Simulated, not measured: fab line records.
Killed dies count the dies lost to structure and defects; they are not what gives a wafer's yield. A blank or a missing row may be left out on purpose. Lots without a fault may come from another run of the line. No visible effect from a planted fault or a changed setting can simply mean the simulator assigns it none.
One fault seen from 2 desks || flow sky130 || each desk has only its own numbers; what lay behind them comes last

== THE TOOL OWNER'S DESK: rie-metal-01 ==
The tool's own readings at SKY_METAL2_METAL_ETCH_19 (etches the open film in Cl2/BCl3, stops on SiO2, target depth 360 nm, time 74.83 s): means of the sampled wafers that have a number, for each lot that ran on this tool. A lot is out of limits, marked OUT, if its mean lies more than 4 standard deviations from the usual mean; the brackets give that distance.
Columns: A = chamber-pressure-mTorr at SKY_METAL2_METAL_ETCH_19, usual 10.001 mTorr; B = drypump-motor-current-A at SKY_METAL2_METAL_ETCH_19, usual 5.6 A; C = oes-product-au at SKY_METAL2_METAL_ETCH_19, usual 0.874 a.u.; D = rf-fwd-power-W at SKY_METAL2_METAL_ETCH_19, usual 894 W; E = throttle-valve-pct at SKY_METAL2_METAL_ETCH_19, usual 22.264 %
{"lot": "L225", "first seen here": "day 36 08:59", "A": 9.993, "B": 5.2, "C": 0.870, "D": 895, "E": 22.266}
{"lot": "L236", "first seen here": "day 39 17:50", "A": 10.002, "B": 5.4, "C": 0.875, "D": 897, "E": 22.264}
{"lot": "L238", "first seen here": "day 40 08:50", "A": 10.000, "B": 5.2, "C": 0.875, "D": 896, "E": 22.264}
{"lot": "L239", "first seen here": "day 40 16:11", "A": 10.001, "B": 5.5, "C": "0.845 (-4.8) OUT", "D": 893, "E": 22.271}
This desk's verdict: out of limits on L239, starting with L239 at day 40 16:11 (oes-product-au at SKY_METAL2_METAL_ETCH_19). In limits: L225, L236, L238.

== AT THE METROLOGY DESK ==
Means of the sampled wafers that have a number, per lot and without regard to the tool the lot ran on: this is what the gauges read. A lot is out of limits, marked OUT, if its mean lies more than 4 standard deviations from the usual mean; the brackets give that distance.
Columns: A = METAL1_OVL at SKY_METAL1_OVL_MEAS_16, usual 1 nm; B = VIA1_OVL at SKY_VIA1_OVL_MEAS_13, usual 4 nm
{"lot": "L224", "first seen here": "day 33 16:02", "A": -4, "B": 7}
{"lot": "L225", "first seen here": "day 33 22:39", "A": -2, "B": 0}
{"lot": "L226", "first seen here": "day 34 08:50", "A": 3, "B": 9}
{"lot": "L228", "first seen here": "day 35 02:56", "A": 10, "B": 7}
{"lot": "L229", "first seen here": "day 35 06:41", "A": 3, "B": 5}
{"lot": "L230", "first seen here": "day 35 14:21", "A": 0, "B": -1}
{"lot": "L234", "first seen here": "day 36 19:38", "A": -3, "B": 12}
{"lot": "L235", "first seen here": "day 37 08:29", "A": 1, "B": 1}
{"lot": "L236", "first seen here": "day 37 11:23", "A": 0, "B": 4}
{"lot": "L237", "first seen here": "day 38 00:59", "A": -2, "B": 6}
{"lot": "L238", "first seen here": "day 38 03:00", "A": -1, "B": 0}
{"lot": "L239", "first seen here": "day 38 09:44", "A": 1, "B": 13}
{"lot": "L240", "first seen here": "day 38 12:32", "A": 9, "B": 4}
Finding of this desk: none of the 13 lots has anything out of limits.

== TAKEN TOGETHER ==
The tool owner's desk could have raised an alarm at day 40 16:11, on L239.
Nothing out of limits was seen by the metrology desk.
The metrology desk holds a record of L239, inside its limits.
SKY_METAL2_METAL_ETCH_19 was run on rie-metal-01 by each of the lots named.

== WHAT THE SIMULATOR HAD PUT IN ==
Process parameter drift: rie-metal-01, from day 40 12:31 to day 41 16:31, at SKY_METAL2_METAL_ETCH_19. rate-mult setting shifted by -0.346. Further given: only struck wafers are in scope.
Shown lots that were struck: L239.
Hours from the fault's start to each desk's first reading out of limits: the tool owner's desk, 4.
